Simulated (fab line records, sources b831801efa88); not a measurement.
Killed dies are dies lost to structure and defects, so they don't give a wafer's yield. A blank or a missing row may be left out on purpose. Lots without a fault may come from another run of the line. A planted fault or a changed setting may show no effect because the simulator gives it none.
A struck lot beside a sound one | flow sky130 | 15 steps out of a route of 708
Sound: wafers L794.1, L794.3, L794.5. Struck: wafers L798.3, L798.5, L798.6. The cause comes at the end.
At each step with rows: each side's tool, then ch and its chambers, then its first start. Under that, the readings that differ: sound wafers | struck wafers | difference of the means | sigmas: that difference in standard deviations of wafers without a fault.
alike: readings whose means differ by less than 2 such deviations, and words and numbers that are the same on both sides. not compared: withheld readings, readings that some wafer has no value for, bounds like >300 that may hide the same value, and numbers for which the record gives no deviation and whose values overlap.
The two part at a step that has a row with sigmas, a row that says differs or no value, or rows on one side only. Numbers that don't overlap but have no deviation are shown without sigmas and don't part them. A reading that every wafer of one side lacks parts them only if that side has two wafers or more.

first, 4 steps without rows for these wafers: SKY_RES_XHIGH_EXPOSE_04 (exposes mask URPM, target cd 1270 nm); SKY_RES_XHIGH_PEB_05; SKY_RES_XHIGH_DEVELOP_06 (develop time 60 s); SKY_RES_XHIGH_IMPLANT_07.
SKY_RES_XHIGH_STRIP_08: strips in O2/N2.
  sound on plasma_asher-04 ch 0,1, day 29 23:18; struck on plasma_asher-04 ch 0,1, day 31 14:02
  alike: drypump_motor_current_A, oes_product_au, strip_time_to_endpoint_s
  not compared: rf_hours_counter_h
SKY_RES_XHIGH_TW_MEAS_09:
  sound on film_metro-04, day 29 23:24; struck on film_metro-01, day 31 14:08
  alike: RES_XHIGH_TW
then, 6 steps without rows for these wafers: SKY_SD_N_DEHYDRATE_00 (time 60 s); SKY_SD_N_HMDS_01 (prime time 60 s); SKY_SD_N_COAT_02 (resist thk 1140 nm); SKY_SD_N_SOFTBAKE_03 (time 60 s); SKY_SD_N_EXPOSE_04 (exposes mask NSDM, target cd 380 nm); SKY_SD_N_PEB_05.
SKY_SD_N_DEVELOP_06: develop time 60 s.
  sound on litho_track-02 ch 0, day 31 02:45; struck on litho_track-04 ch 0, day 32 16:57
  reading              | sound             | struck            | difference | sigmas
  developer_temp_C (C) | 22.84 22.94 22.96 | 22.09 22.04 22.16 | -0.82      | -7
SKY_SD_N_CD_MEAS_07: target cd 380 nm.
  sound on cd_sem-01, day 31 02:54; struck on cd_sem-01, day 32 17:05
  alike: cd_nm
-- the record jumps here: 17 days lie between the struck wafers' starts before and after (it left off in module SD_N and takes up again in module PAD_OPEN, whose first step shown is number 708 of the route) --
SKY_PAD_OPEN_PROBE_99:
  sound on prober-02, day 48 14:02; struck on prober-01, day 49 06:33
  reading         | sound | struck | difference | sigmas
  killed_at_M4_up | 8 7 7 | 1 4 0  | -6         | -3
  alike: killed_at_M0_to_M3, killed_at_contacts, killed_at_front_end, killed_at_other, killed_dies, killed_open, killed_short

WHERE THEY PART
First at SKY_SD_N_DEVELOP_06; last, within this record, at SKY_PAD_OPEN_PROBE_99.

WHY: what the simulator had put in
Process parameter drift: litho_track-04, from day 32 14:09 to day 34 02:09, at SKY_SD_N_DEVELOP_06. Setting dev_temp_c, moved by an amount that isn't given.
